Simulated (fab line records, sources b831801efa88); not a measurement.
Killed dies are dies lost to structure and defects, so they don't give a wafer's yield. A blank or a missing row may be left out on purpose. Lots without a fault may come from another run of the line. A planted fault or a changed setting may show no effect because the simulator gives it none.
fab line records | flow sky130
record lots=4 wafers=12 last_day=51
route steps=708 shown VIA1@467 METAL2@483 VIA2@507 PAD_OPEN@708
lots that met no fault: from a run of the same line without faults
start_h: hours from the record's first day to the start of the lot's first wafer shown | wait_h: hours since the lot's step before | " the same as in the row above | L1.1+2: a row that stands for several wafers | - no value, or no start given | * or withheld: withheld | < > ~ a bound
route shown NAME@n: a module of which the file shows steps, and the number in the route of the first | usual: mean/standard deviation of fault-free wafers | same: alike in all rows | chamber/n: place in a boat | sites: the reading at each site | _std_site: their standard deviation | _edge_site: outer sites' mean less inner sites' | radius_mm: how far each site lies from the wafer's centre | mask NAME#n: copy n | behind: the tool/chamber that last shaped the wafer | hold: why the lot was held/for how many hours/how that ended | device: the transistor (n, p or np) that didn't switch | end of line: the same wafers' tests at the end of the route | a step without rows: its recipe alone | killed: dies lost to structure and defects at the first sort, not the wafer's yield | map: a wafer's dies, x killed, . not, _ none there
set.NAME: the setting as run; set.NAME@STEP: as run at that earlier step | model.NAME: the simulator's own value behind a step, which no gauge read
lots at some steps of the route; a table a step, a row a wafer
services: from which hour (start_h, from the record's first day; less than 0 if before it) a tool's chamber was out of use, for how many hours, and why
## steps
# step SKY_VIA1_EXPOSE_09
# recipe mask_id=VIM na=0.8 source_shape=annular sigma_inner=0.55 sigma_outer=0.85 target_cd_nm=150 dose_mj=38
# step SKY_VIA1_PEB_10
# recipe peb_temp_c=withheld peb_time_s=withheld resist=KrF-thick
# step SKY_VIA1_DEVELOP_11
# recipe develop_time_s=60 resist=KrF-thick dev_temp_c=21
# step SKY_VIA1_ETCH_14
# recipe chemistry=N2/H2 target=BARC ion_energy_ev=200 source_w=500 bias_w=100 pressure_mtorr=30 n2_flow_sccm=100 h2_flow_sccm=200 stop_on=SiO2 time_s=45.9 target_depth_a=600
# step SKY_VIA1_ETCH_15
# recipe target=SiO2 chemistry=C4F8/O2/Ar target_depth_nm=351 stop_on=TiN mask_material=KrF-thick source_w=1500 bias_w=1200 pressure_mtorr=40 c4f8_flow_sccm=withheld O2_flow_sccm=6 Ar_flow_sccm=300 time_s=54
# step SKY_VIA1_STRIP_16
# recipe chemistry=O2/N2 power_w=1400 pressure_mtorr=1500 platen_temp_c=withheld o2_flow_sccm=3000 n2_flow_sccm=300 overash_fraction=0.5
# step SKY_VIA1_STRIP_17
# recipe chemistry=post_etch_residue_remover time_s=1200 temp_c=72.5
# step SKY_VIA1_CLEAN_18
# recipe chemistry=IPA time_s=180 temp_c=25
# step SKY_VIA1_CLEAN_19
# recipe chemistry=O3/DIW dry=n2_spin
# step SKY_VIA1_SPUTTER_20
# recipe material=TiN target_thk_nm=20 chamber_pressure_pa=5 power_w=4000 time_s=80
# step SKY_VIA1_CVD_21
# recipe material=W target_thk_nm=270 time_s=80.902 temp_c=400 pressure_torr=40
# usual heater_power_w=824/71
# columns lot.wafer tool chamber start_h wait_h heater_power_w
L894.2 cvd_w-01 1 819.73 0.0 800
L894.4 " 1 " " 792
L894.6 " 0 " " 922
L889.2 cvd_w-02 0 819.98 0.0 749
L889.4 " 1 " " 849
L889.6 " 0 " " 783
L906.1 cvd_w-02 0 972.69 0.0 769
L906.2 " 1 " " 883
L906.3 " 0 " " 748
L909.1 cvd_w-02 1 974.50 0.0 850
L909.4 " 0 " " 745
L909.6 " 0 " " 757
# step SKY_VIA1_CMP_24
# recipe stop_on=SiO2 t_overpolish_s=15 down_force_psi=3.5 platen_rpm=60 target_thk_nm=0 pad_velocity_m_s=0.94248
# step SKY_METAL2_SPUTTER_00
# recipe material=Ti target_thk_nm=15 power_w=3000 time_s=10 chamber_pressure_pa=0.4
# step SKY_METAL2_SPUTTER_01
# recipe material=TiN target_thk_nm=20 power_w=6500 time_s=16.7 chamber_pressure_pa=0.4
# step SKY_METAL2_SPUTTER_02
# recipe material=AlCu target_thk_nm=250 power_w=10600 time_s=13.3 chamber_pressure_pa=0.4
# step SKY_METAL2_SPUTTER_03
# recipe material=Ti target_thk_nm=5 power_w=3000 time_s=3.3 chamber_pressure_pa=0.4
# step SKY_METAL2_SPUTTER_04
# recipe material=TiN target_thk_nm=70 power_w=6500 time_s=58.3 chamber_pressure_pa=0.4
# step SKY_METAL2_DEHYDRATE_07
# recipe temp_c=200 time_s=60
# step SKY_METAL2_HMDS_08
# recipe prime_time_s=60 prime_temp_c=120
# step SKY_METAL2_COAT_09
# recipe resist=BARC temp_c=withheld time_s=withheld spin_rpm=3000 resist_thk_nm=60
# step SKY_METAL2_COAT_10
# recipe resist=KrF-thick spin_rpm=3000 resist_thk_nm=450
# step SKY_METAL2_SOFTBAKE_11
# recipe temp_c=100 time_s=90 resist=KrF-thick
# step SKY_METAL2_EXPOSE_12
# recipe mask_id=MM2 na=0.8 source_shape=annular sigma_inner=0.55 sigma_outer=0.85 target_cd_nm=140 dose_mj=28
# step SKY_METAL2_PEB_13
# recipe peb_temp_c=withheld peb_time_s=withheld resist=KrF-thick
# step SKY_METAL2_DEVELOP_14
# recipe develop_time_s=60 resist=KrF-thick dev_temp_c=21
# step SKY_METAL2_DESCUM_17
# recipe chemistry=O2 source_power_w=150 bias_power_w=0 pressure_mtorr=10 temp_c=40 time_s=8
# step SKY_METAL2_ETCH_18
# recipe chemistry=N2/H2 target=BARC ion_energy_ev=200 bias_w=100 pressure_mtorr=30 n2_flow_sccm=100 h2_flow_sccm=200 icp_w=500 stop_on=SiO2 time_s=45.9 target_depth_a=600
# step SKY_METAL2_METAL_ETCH_19
# recipe target_depth_a=3600 stop_on=SiO2 over_etch_frac=0.3 time_s=78 chemistry=Cl2/BCl3 resist_sidewall_deg=88 pressure_mtorr=10 icp_w=900 bias_w=48.5 Cl2_flow_sccm=60 bcl3_flow_sccm=30
# step SKY_METAL2_STRIP_20
# recipe chemistry=O2/N2 power_w=1400 pressure_mtorr=1500 platen_temp_c=withheld o2_flow_sccm=3000 n2_flow_sccm=300 overash_fraction=0.5
# step SKY_METAL2_STRIP_21
# recipe chemistry=post_etch_residue_remover time_s=1200 temp_c=72.5
# step SKY_METAL2_CLEAN_22
# recipe chemistry=IPA time_s=180 temp_c=25
# step SKY_METAL2_CLEAN_23
# recipe chemistry=O3/DIW dry=n2_spin
# step SKY_VIA2_HDPCVD_00
# recipe material=SiO2 target_thk_nm=1180 sigma_open_frac=0.3 time_s=196.7 temp_c=400 sih4_flow_sccm=60 pressure_mtorr=6
# step SKY_PAD_OPEN_PROBE_99
# usual defect_limited_yield=82.5/2 killed_at_M0_to_M3=42/7.3 killed_at_M4_up=3.4/2 killed_at_contacts=24/5.6 killed_at_front_end=16/4.5 killed_at_other=0.2/0.51 killed_dies=86/9.8 killed_open=46/7 killed_short=40/6.7 sort_bin_3_pad_short=0.9/0.42 sort_bin_5_function=10.3/1.5 sort_bin_6_memory=6.3/1.3 sort_n_pass=406/9.8 sort_yield_pct=82.5/2
# same gross_dies=492 killed_at_back_side=0 sort_bin_4_leakage[%]=0 sort_bin_8_speed[%]=0
# columns lot.wafer tool chamber start_h wait_h defect_limited_yield[%] killed_at_M0_to_M3 killed_at_M4_up killed_at_contacts killed_at_front_end killed_at_other killed_dies killed_open killed_short sort_bin_3_pad_short[%] sort_bin_5_function[%] sort_bin_6_memory[%] sort_n_pass sort_yield_pct[%] model.etest.tester.sort_n_pass model.etest.tester.sort_yield_pct model.etest.tester.sort_bin_5_pct model.etest.tester.sort_bin_3_pct
L894.2 prober-02 - 1103.00 0.1 83.3 35 6 21 19 1 82 44 38 0.6 9.1 6.9 410 83.3 410 83.33 9.146 0.6098
L894.4 prober-02 - 1103.10 0.2 83.5 39 5 20 16 1 81 44 37 0.6 9.3 6.5 411 83.5 411 83.54 9.35 0.6098
L894.6 prober-02 - 1103.20 0.2 79.9 40 3 32 24 0 99 47 51 1.4 11.8 6.9 393 79.9 393 79.88 11.79 1.423
L889.2 prober-02 - 1103.30 0.3 83.7 41 3 24 12 0 80 38 39 1.4 7.7 7.1 412 83.7 412 83.74 7.724 1.423
L889.4 prober-02 - 1103.40 0.4 86.2 29 3 13 23 0 68 36 32 0.6 9.3 3.9 424 86.2 424 86.18 9.35 0.6098
L889.6 prober-02 - 1103.50 0.4 84.8 36 5 23 11 0 75 37 37 0.2 7.7 7.3 417 84.8 417 84.76 7.724 0.2033
L906.1 prober-01 - 1213.86 0.1 84.3 43 4 21 9 0 77 46 31 0.4 8.1 7.1 415 84.3 415 84.35 8.13 0.4065
L906.2 prober-01 - 1213.91 0.1 71.3 99 1 26 15 0 141 46 28 3.9 17.9 6.9 351 71.3 351 71.34 17.89 3.862
L906.3 prober-01 - 1213.96 0.2 80.3 46 4 29 18 0 97 49 48 1.8 12.6 5.3 395 80.3 395 80.28 12.6 1.829
L909.1 prober-01 - 1215.40 0.1 70.3 101 6 26 13 0 146 47 37 3.0 19.1 7.5 346 70.3 346 70.33 19.11 3.049
L909.4 prober-01 - 1215.55 0.2 82.7 39 3 28 15 0 85 47 38 0.4 10.2 6.7 407 82.7 407 82.72 10.16 0.4065
L909.6 prober-01 - 1215.65 0.2 81.5 41 3 31 16 0 91 43 46 1.4 9.6 7.5 401 81.5 401 81.5 9.553 1.423
# killed by level:class
L894.2 LI_CONTACT:geometric_particle:open=8 VIA2:geometric_particle:short=6 VIA2:geometric_particle:open=5 VIA3:geometric_particle:open=5 FIELD_ISO:geometric_particle:open=4 METAL4:geometric_particle:short=4 CONTACT:geometric_particle:short=4 CONTACT:geometric_particle:open=4
L894.4 VIA1:geometric_particle:open=9 VIA3:geometric_particle:open=7 CONTACT:geometric_particle:open=6 POLY_GATE:geometric_particle:open=5 LOCAL_INTERCONNECT:geometric_particle:short=5 CONTACT:geometric_particle:short=5 VIA2:geometric_particle:open=5 METAL2:geometric_particle:short=5
L894.6 CONTACT:geometric_particle:open=11 METAL1:geometric_particle:short=9 POLY_GATE:geometric_particle:short=7 VIA1:geometric_particle:open=7 FIELD_ISO:geometric_particle:short=6 LOCAL_INTERCONNECT:geometric_particle:short=6 CONTACT:geometric_particle:short=6 VIA1:geometric_particle:short=6
L889.2 CONTACT:geometric_particle:open=13 VIA1:geometric_particle:open=10 METAL1:geometric_particle:short=7 METAL2:geometric_particle:short=7 LI_CONTACT:geometric_particle:open=5 VIA1:geometric_particle:short=5 VIA3:geometric_particle:open=5 VIA3:geometric_particle:short=4
L889.4 LI_CONTACT:geometric_particle:open=8 SPACER:geometric_particle:open=5 VIA1:geometric_particle:short=5 VIA3:geometric_particle:open=5 FIELD_ISO:geometric_particle:short=4 METAL1:geometric_particle:short=4 VIA1:geometric_particle:open=4 POLY_GATE:geometric_particle:short=3
L889.6 LI_CONTACT:geometric_particle:open=8 CONTACT:geometric_particle:open=7 VIA3:geometric_particle:open=6 VIA2:geometric_particle:open=6 VIA2:geometric_particle:short=5 METAL1:geometric_particle:short=5 VIA1:geometric_particle:short=5 METAL4:geometric_particle:short=5
L906.1 VIA2:geometric_particle:open=11 VIA1:geometric_particle:open=10 CONTACT:geometric_particle:open=9 FIELD_ISO:geometric_particle:short=4 VIA3:geometric_particle:open=4 METAL1:geometric_particle:short=4 LI_CONTACT:geometric_particle:short=3 LI_CONTACT:geometric_particle:open=3
L906.2 VIA1:unspecified=67 CONTACT:geometric_particle:open=11 POLY_GATE:geometric_particle:open=7 METAL2:geometric_particle:short=7 LI_CONTACT:geometric_particle:open=6 VIA2:geometric_particle:open=6 VIA1:geometric_particle:open=5 CONTACT:geometric_particle:short=4
L906.3 LI_CONTACT:geometric_particle:open=10 METAL2:geometric_particle:short=9 CONTACT:geometric_particle:open=9 VIA1:geometric_particle:open=7 POLY_GATE:geometric_particle:short=6 METAL1:geometric_particle:short=6 LOCAL_INTERCONNECT:geometric_particle:short=5 VIA3:geometric_particle:open=5
L909.1 VIA1:unspecified=62 CONTACT:geometric_particle:open=13 VIA3:geometric_particle:open=9 LI_CONTACT:geometric_particle:open=6 FIELD_ISO:geometric_particle:open=5 FIELD_ISO:geometric_particle:short=5 VIA1:geometric_particle:open=5 METAL2:geometric_particle:short=5
L909.4 LI_CONTACT:geometric_particle:open=11 CONTACT:geometric_particle:open=8 VIA3:geometric_particle:open=7 VIA2:geometric_particle:open=6 VIA1:geometric_particle:open=6 CONTACT:geometric_particle:short=5 VIA1:geometric_particle:short=5 METAL1:geometric_particle:short=3
L909.6 CONTACT:geometric_particle:short=9 LI_CONTACT:geometric_particle:open=9 CONTACT:geometric_particle:open=9 VIA2:geometric_particle:open=8 METAL2:geometric_particle:short=7 VIA3:geometric_particle:open=7 POLY_GATE:geometric_particle:short=6 VIA1:geometric_particle:open=4
# map L906.2 (x killed, . not)
__________x........._________
________x...........xx_______
______.........x........_____
_____...x..x.............____
____..xx.x....x........x..___
___..........x..x..xxx.x.xx__
__.x.....xx..x.....xx.x...x._
_...x..........x....x........
_.............x.x.........x..
_....x....x.xxx.............x
_x.....x.xxx.xx.xx......x....
_...x.x.xxxxxxxxx......x.....
_.......xxxxxxxxx.x........x.
_.x.....xxxxxxxxxx.x.x.......
_.x....xxxxxxxxxxx...........
__...x..xxxxxxxxx....x......_
___.....xxxxxxxx...x.......__
____....xx.xx.xx....x.....___
_____x.x.x...x....x..x.xx____
______.x.xx.....x.x....._____
________...........xx._______
__________....x....._________
# map L909.1 (x killed, . not)
__________xx...x...x_________
________.....x......x._______
______..x.x..x..x......._____
_____...........x.......x____
____x......x...x..x...x...___
___...xx.....x...xx.x......__
__........x..............x.._
_x............x...x...x......
_.xx......xxx....xxxx........
_...........xx.x...x....x....
_...xx.x.xxxxxx.xx..x.x....x.
_.....xxx.xxxxxx.............
_x..x.xxxxxxxxxxx......xx....
_.......xxxxxxxxx.x..........
_.x.....xxxxxxxxx.xx.x..x..xx
__.x....xxxxxxxxx...x.x....._
___.......xxxxxxx...x......__
____........xxx.x...x..x..___
_____x...xxx.......x..x..____
______.xx.............x._____
________.............x_______
__________.....x.xx._________
## services
# columns tool chamber start_h hours kind
cvd_w-01 - 832.60 6.0 pm
cvd_w-02 - 855.35 2.8 pm
cvd_w-01 - 904.00 14.0 pm
cvd_w-01 0 904.00 14.0 vent_cycle
cvd_w-01 1 904.00 14.0 vent_cycle
cvd_w-01 0 918.00 - clean
cvd_w-01 1 918.00 - clean
cvd_w-02 - 918.00 6.9 pm
cvd_w-02 - 938.78 1.2 repair
## key
first_sign step=SKY_PAD_OPEN_PROBE_99 reading=killed_at_M0_to_M3 direction=up sigmas=8 usual=42 struck=100
effect step=SKY_PAD_OPEN_PROBE_99 reading=sort_bin_3_pad_short direction=up sigmas=6 usual=0.9 struck=3.5
model_effect step=SKY_PAD_OPEN_PROBE_99 value=etest.tester.sort_n_pass without=404 struck=348.5
met_at SKY_VIA1_CVD_21
struck_wafers L906.2,L909.1
onset_between 819.98 972.69
fault kind=chamber_particle_source tool=cvd_w-02 chamber=1 onset_h=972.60 steps=SKY_VIA1_CVD_21 rate_per_visit_cm2=1.3977 end_h=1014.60
